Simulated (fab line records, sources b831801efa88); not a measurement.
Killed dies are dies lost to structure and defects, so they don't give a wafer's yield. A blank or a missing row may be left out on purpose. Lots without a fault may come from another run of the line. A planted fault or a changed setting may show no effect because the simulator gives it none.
Which tool did it? | flow sfq_line | 14 lots, 42 wafers sampled, at 6 steps of a route of 325

WHAT THE GAUGES READ, wafer by wafer
The record holds no reading of a measuring or inspecting step that can be judged against a usual standard deviation.

WHICH TOOL RAN EACH LOT (tool, then ch and the chambers of the sampled wafers, then the start)
lot  | SFQ_TRILAYER_L0_VIA_BARC_OPEN_VIA_ETCH_021 | SFQ_TRILAYER_I1_CMP_CMP_046   | SFQ_TRILAYER_I1_METRO_MEASURE_047 | SFQ_TRILAYER_I1_VIA_ETCH_VIA_ETCH_052 | SFQ_TRILAYER_I2_DEP_PECVD_063   | SFQ_TRILAYER_M5_STRIP_STRIP_127
L793 | rie_diel-03 ch 0,1,2, day 5 02:53          | cmp-01 ch 0,2,3, day 17 22:46 | film_metro-02, day 18 00:53       | rie_diel-03 ch 0,1,3, day 24 15:04    | pecvd-04 ch 0,2, day 31 05:44   | rie_metal-03 ch 0,1, day 60 18:06
L794 | rie_diel-03 ch 1,2,3, day 5 06:29          | cmp-01 ch 0,1,2, day 18 05:44 | film_metro-01, day 18 08:51       | rie_diel-01 ch 0,1,2, day 25 03:04    | pecvd-04 ch 1,2, day 31 15:20   | rie_metal-04 ch 0,1, day 60 22:34
L795 | rie_diel-04 ch 1,2,3, day 5 10:05          | cmp-02 ch 0,3, day 18 07:20   | film_metro-02, day 18 10:40       | rie_diel-03 ch 0,1,2, day 25 04:16    | pecvd-01 ch 1,2, day 31 16:32   | rie_metal-04 ch 0,1, day 61 08:04
L796 | rie_diel-03 ch 0,3, day 5 14:53            | cmp-01 ch 0,2,3, day 19 03:19 | film_metro-02, day 19 05:08       | rie_diel-03 ch 0,2, day 25 23:26      | pecvd-04 ch 0,1, day 32 10:03   | rie_metal-04 ch 0,1, day 61 14:04
L798 | rie_diel-02 ch 0,1,2, day 6 00:29          | cmp-02 ch 0,1,3, day 20 10:40 | film_metro-02, day 20 13:17       | rie_diel-03 ch 0,2,3, day 27 03:02    | pecvd-01 ch 0,1, day 33 06:34   | rie_metal-03 ch 0,1, day 62 19:11
L799 | rie_diel-04 ch 0,3, day 6 11:17            | cmp-02 ch 0,1,2, day 20 18:22 | film_metro-02, day 20 20:41       | rie_diel-01 ch 1,2,3, day 27 05:26    | pecvd-04 ch 1,2, day 33 10:10   | rie_metal-01 ch 0,1, day 62 22:47
L803 | rie_diel-04 ch 2,3, day 10 05:05           | cmp-01 ch 0,3, day 22 02:22   | film_metro-02, day 22 05:53       | rie_diel-03 ch 1,2,3, day 28 14:17    | pecvd-01 ch 1,2, day 34 16:10   | rie_metal-03 ch 0,1, day 68 15:05
L808 | rie_diel-02 ch 0,2, day 11 16:16           | cmp-01 ch 1,2,3, day 24 00:54 | film_metro-01, day 24 03:31       | rie_diel-01 ch 1,3, day 30 12:01      | pecvd-01 ch 0,2, day 36 16:00   | rie_metal-04 ch 0,1, day 69 10:46
L809 | rie_diel-03 ch 0,1,3, day 11 21:04         | cmp-02 ch 0,1,3, day 24 02:10 | film_metro-03, day 24 04:47       | rie_diel-02 ch 0,1,2, day 30 14:25    | pecvd-02 ch 0,1, day 36 18:24   | rie_metal-04 ch 0,1, day 69 14:22
L811 | rie_diel-03 ch 0,1, day 12 11:28           | cmp-02 ch 0,1,3, day 31 01:18 | film_metro-02, day 31 04:37       | rie_diel-03 ch 1,3, day 31 08:05      | pecvd-04 ch 1,2, day 37 10:56   | rie_metal-01 ch 0,1, day 69 17:58
L813 | rie_diel-03 ch 0,1,2, day 13 04:16         | cmp-02 ch 1,2,3, day 32 06:35 | film_metro-01, day 32 09:54       | rie_diel-03 ch 0,2,3, day 33 01:29    | pecvd-04 ch 0,1, day 38 20:32   | rie_metal-03 ch 0,1, day 70 15:31
L814 | rie_diel-03 ch 0,1,3, day 13 10:16         | cmp-02 ch 0,1,2, day 32 20:05 | film_metro-03, day 32 22:42       | rie_diel-01 ch 1,2, day 33 02:41      | pecvd-01 ch 1, day 38 22:56     | rie_metal-04 ch 0,1, day 70 17:55
L815 | rie_diel-04 ch 0,2,3, day 13 16:16         | cmp-01 ch 1,3, day 32 23:11   | film_metro-02, day 33 01:49       | rie_diel-02 ch 0,2,3, day 33 07:42    | pecvd-02 ch 0,1, day 39 03:44   | rie_metal-03 ch 0,1, day 70 20:19
L816 | rie_diel-02 ch 0,3, day 13 19:52           | cmp-01 ch 0,1, day 33 11:18   | film_metro-01, day 33 14:07       | rie_diel-02 ch 1,2,3, day 33 18:38    | pecvd-02 ch 0,1,2, day 39 11:07 | rie_metal-03 ch 0,1, day 71 01:07
- SFQ_TRILAYER_L0_VIA_BARC_OPEN_VIA_ETCH_021: etches BARC in O2, target depth 125 nm, time 41.7 s.
- SFQ_TRILAYER_I1_CMP_CMP_046: polishes SiO2.
- SFQ_TRILAYER_I1_METRO_MEASURE_047
- SFQ_TRILAYER_I1_VIA_ETCH_VIA_ETCH_052: etches SiO2 in CHF3, stops on Nb, target depth 260 nm.
- SFQ_TRILAYER_I2_DEP_PECVD_063: deposits SiO2 from SiH4/N2O, time 111.11 s, target thk 500 nm.
- SFQ_TRILAYER_M5_STRIP_STRIP_127: strips in O2.

WHAT THE TOOLS THEMSELVES READ (means of the sampled wafers that have a number; where no wafer has one, the mark that the record gives instead)
SFQ_TRILAYER_L0_VIA_BARC_OPEN_VIA_ETCH_021.
lot  | tool        | drypump_motor_current_A (A) | oes_product_au (a.u.)
L793 | rie_diel-03 | 6.0                         | 0.681
L794 | rie_diel-03 | 6.1                         | 0.682
L795 | rie_diel-04 | 5.7                         | 0.682
L796 | rie_diel-03 | 6.2                         | 0.682
L798 | rie_diel-02 | 5.6                         | 0.684
L799 | rie_diel-04 | 5.4                         | 0.686
L803 | rie_diel-04 | 5.5                         | 0.682
L808 | rie_diel-02 | 5.7                         | 0.689
L809 | rie_diel-03 | 5.9                         | 0.686
L811 | rie_diel-03 | 5.8                         | 0.685
L813 | rie_diel-03 | 6.0                         | 0.686
L814 | rie_diel-03 | 5.9                         | 0.683
L815 | rie_diel-04 | 5.4                         | 0.679
L816 | rie_diel-02 | 5.6                         | 0.682

SFQ_TRILAYER_I1_CMP_CMP_046.
lot  | tool   | motor_current_A (A) | time_to_endpoint_s (s)
L793 | cmp-01 | 9.5                 | 219
L794 | cmp-01 | 9.0                 | 214
L795 | cmp-02 | 9.4                 | 218
L796 | cmp-01 | 10.0                | 220
L798 | cmp-02 | 10.1                | 239
L799 | cmp-02 | 10.3                | 239
L803 | cmp-01 | 11.0                | 218
L808 | cmp-01 | 10.1                | 217
L809 | cmp-02 | 10.3                | 220
L811 | cmp-02 | 10.1                | 213
L813 | cmp-02 | 10.0                | 210
L814 | cmp-02 | 10.8                | 211
L815 | cmp-01 | 10.9                | 214
L816 | cmp-01 | 9.5                 | 221

SFQ_TRILAYER_I1_METRO_MEASURE_047.
lot  | tool          | thk_nm (nm)
L793 | film_metro-02 | 201.5
L794 | film_metro-01 | 200.4
L795 | film_metro-02 | 200.7
L796 | film_metro-02 | 200.4
L798 | film_metro-02 | 235.3
L799 | film_metro-02 | 234.5
L803 | film_metro-02 | 201.0
L808 | film_metro-01 | 200.1
L809 | film_metro-03 | 200.9
L811 | film_metro-02 | 199.5
L813 | film_metro-01 | 201.6
L814 | film_metro-03 | 200.7
L815 | film_metro-02 | 201.7
L816 | film_metro-01 | 200.5

SFQ_TRILAYER_I1_VIA_ETCH_VIA_ETCH_052.
lot  | tool        | drypump_motor_current_A (A) | oes_product_au (a.u.)
L793 | rie_diel-03 | 5.9                         | 0.856
L794 | rie_diel-01 | 5.9                         | 0.853
L795 | rie_diel-03 | 6.0                         | 0.858
L796 | rie_diel-03 | 6.5                         | 0.855
L798 | rie_diel-03 | 6.4                         | 0.902
L799 | rie_diel-01 | 5.7                         | 0.906
L803 | rie_diel-03 | 6.1                         | 0.858
L808 | rie_diel-01 | 5.4                         | 0.855
L809 | rie_diel-02 | 5.5                         | 0.858
L811 | rie_diel-03 | 5.6                         | 0.855
L813 | rie_diel-03 | 6.4                         | 0.858
L814 | rie_diel-01 | 5.9                         | 0.858
L815 | rie_diel-02 | 5.7                         | 0.856
L816 | rie_diel-02 | 5.5                         | 0.858

SFQ_TRILAYER_I2_DEP_PECVD_063.
lot  | tool     | chamber_pressure_Torr (Torr) | heater_power_w (W) | throttle_valve_pct (%)
L793 | pecvd-04 | 2.401                        | 80                 | 24.2
L794 | pecvd-04 | 2.404                        | 84                 | 24.9
L795 | pecvd-01 | 2.399                        | 85                 | 25.9
L796 | pecvd-04 | 2.399                        | 84                 | 24.5
L798 | pecvd-01 | 2.403                        | 88                 | 25.2
L799 | pecvd-04 | 2.397                        | 75                 | 25.2
L803 | pecvd-01 | 2.399                        | 80                 | 26.2
L808 | pecvd-01 | 2.399                        | 76                 | 28.3
L809 | pecvd-02 | 2.403                        | 88                 | 25.8
L811 | pecvd-04 | 2.400                        | 79                 | 25.3
L813 | pecvd-04 | 2.399                        | 89                 | 24.8
L814 | pecvd-01 | 2.396                        | 89                 | 24.8
L815 | pecvd-02 | 2.402                        | 90                 | 26.5
L816 | pecvd-02 | 2.400                        | 92                 | 26.0

SFQ_TRILAYER_M5_STRIP_STRIP_127.
lot  | tool         | drypump_motor_current_A (A) | oes_product_au (a.u.)
L793 | rie_metal-03 | 5.9                         | 0.988
L794 | rie_metal-04 | 5.5                         | 1.008
L795 | rie_metal-04 | 5.3                         | 1.014
L796 | rie_metal-04 | 5.5                         | 1.002
L798 | rie_metal-03 | 6.0                         | 0.994
L799 | rie_metal-01 | 6.2                         | 1.012
L803 | rie_metal-03 | 5.9                         | 0.993
L808 | rie_metal-04 | 5.5                         | 1.008
L809 | rie_metal-04 | 5.5                         | 1.008
L811 | rie_metal-01 | 6.2                         | 0.997
L813 | rie_metal-03 | 6.0                         | 0.992
L814 | rie_metal-04 | 5.3                         | 0.995
L815 | rie_metal-03 | 5.9                         | 0.979
L816 | rie_metal-03 | 5.9                         | 0.978

THE ANSWER, worked out from the rows above alone
Rule: what is usual is taken from the lots themselves. Put in order of their means at a reading, lots are off if they are a third of the lots or fewer, leave a main group of 4 or more, and stand apart from it by a gap of 3 or more times the standard deviation of the main group's means; of several such gaps the widest counts. A main group whose means are all the same, to the digits that the tables above print for the reading, isn't used. A lot without any number at a reading at which 4 lots or more have one is off too. The other lots that the step has rows for count as sound. The gauges are gone through in route order, then the tools' own readings, and for those a lot's mean is taken as printed above. The first step at which some lot is off is used, and at that step the reading that is off furthest; a lot without a number counts as furthest.
Off: L798, L799, at SFQ_TRILAYER_I1_CMP_CMP_046 (time_to_endpoint_s). The main group: mean 216 s, standard deviation 3.6.
A tool fits if, at that step or a process step before it, it ran every lot that is off, and no sound lot after the first of them. None of those tried fits.

WHAT THE SIMULATOR HAD PUT IN
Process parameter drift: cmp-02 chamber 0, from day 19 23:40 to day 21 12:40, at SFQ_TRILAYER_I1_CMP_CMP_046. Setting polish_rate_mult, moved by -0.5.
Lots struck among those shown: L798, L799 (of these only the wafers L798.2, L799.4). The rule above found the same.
